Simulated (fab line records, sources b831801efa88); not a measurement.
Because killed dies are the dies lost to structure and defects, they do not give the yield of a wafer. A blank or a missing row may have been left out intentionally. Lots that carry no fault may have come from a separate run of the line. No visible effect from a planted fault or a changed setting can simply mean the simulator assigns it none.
What tool caused it? ; flow sky130 ; 15 lots, 45 wafers sampled, at 2 steps of a route of 708

## WHAT THE GAUGES READ, wafer by wafer
SKY_NWELL_RS_MEAS_29: measures by four-point-probe. Usual: NWELL_RS 624.8 ohm/sq, standard deviation 1.5.
lot;measured;on;NWELL_RS (ohm/sq);flag
L153;day 5 07:06;film_metro-04;623.9 627.3 625.6;
L154;day 5 15:49;film_metro-02;626.7 625.9 626.2;
L155;day 5 17:23;film_metro-04;625.7 623.6 624.6;
L157;day 6 21:34;film_metro-02;621.5 624.7 624.2;
L158;day 7 08:27;film_metro-02;624.7 624.0 627.0;
L160;day 7 13:23;film_metro-04;628.0 626.1 626.2;
L159;day 7 13:43;film_metro-01;594.0 594.6 593.6 595.0 595.3 593.4;OFF
L161;day 7 18:15;film_metro-04;623.0 623.6 623.7;
L162;day 7 23:17;film_metro-01;594.9 593.9 593.9 595.1 595.0 594.8;OFF
L163;day 8 06:25;film_metro-04;595.9 594.7 594.3 594.6 593.4 594.3;OFF
L166;day 8 19:41;film_metro-02;624.3 625.9 623.0;
L170;day 9 12:23;film_metro-01;624.3 622.7 622.6;
L171;day 9 18:11;film_metro-02;624.3 624.2 624.7;
L172;day 10 08:10;film_metro-01;623.2 620.9 622.0;
L175;day 10 21:08;film_metro-04;625.2 624.4 627.2;

## WHAT TOOL EACH LOT RAN ON (gives the tool, then ch and the chambers of the sampled wafers, and finally the start)
lot;SKY_NWELL_IMPLANT_12
L153;implanter-02 ch 0, day 4 13:48
L154;implanter-02 ch 0, day 4 21:47
L155;implanter-02 ch 0, day 4 23:08
L157;implanter-01 ch 0, day 6 01:31
L158;implanter-02 ch 0, day 6 12:29
L160;implanter-04 ch 0, day 6 16:55
L159;implanter-02 ch 0, day 6 17:15
L161;implanter-04 ch 0, day 6 21:33
L162;implanter-04 ch 0, day 7 03:19
L163;implanter-02 ch 0, day 7 09:08
L166;implanter-01 ch 0, day 7 22:28
L170;implanter-04 ch 0, day 8 15:26
L171;implanter-02 ch 0, day 8 20:28
L172;implanter-02 ch 0, day 9 09:09
L175;implanter-01 ch 0, day 9 21:59
- SKY_NWELL_IMPLANT_12

## AS READ BY THE TOOLS THEMSELVES (means over the sampled wafers that have a number; for cases with no such wafer, the mark the record gives instead)
The record holds no such reading with a usual standard deviation.

## THE ANSWER, worked out from the rows above alone
Rule: take the mean of a lot's wafers that have a number; if it is more than 3 standard deviations from the usual mean, the lot is off. A lot without any number at a reading at which 4 lots or more have one is off too. All remaining lots with rows at the step are treated as sound. First the gauges in route order, then the tools' own readings, where a lot's mean is used as printed above. At the first step where some lot is off, the reading lying furthest off is the one used; lots without a number count as furthest.
Off: L159, L162, L163, at SKY_NWELL_RS_MEAS_29 (NWELL_RS).
If a tool, at a process step before that reading, ran all the lots that are off and no sound lot after the first of them, it fits. Gauges at SKY_NWELL_RS_MEAS_29: tried the same way as those tools. None of those tried fits.

## WHAT HAD BEEN PUT IN BY THE SIMULATOR
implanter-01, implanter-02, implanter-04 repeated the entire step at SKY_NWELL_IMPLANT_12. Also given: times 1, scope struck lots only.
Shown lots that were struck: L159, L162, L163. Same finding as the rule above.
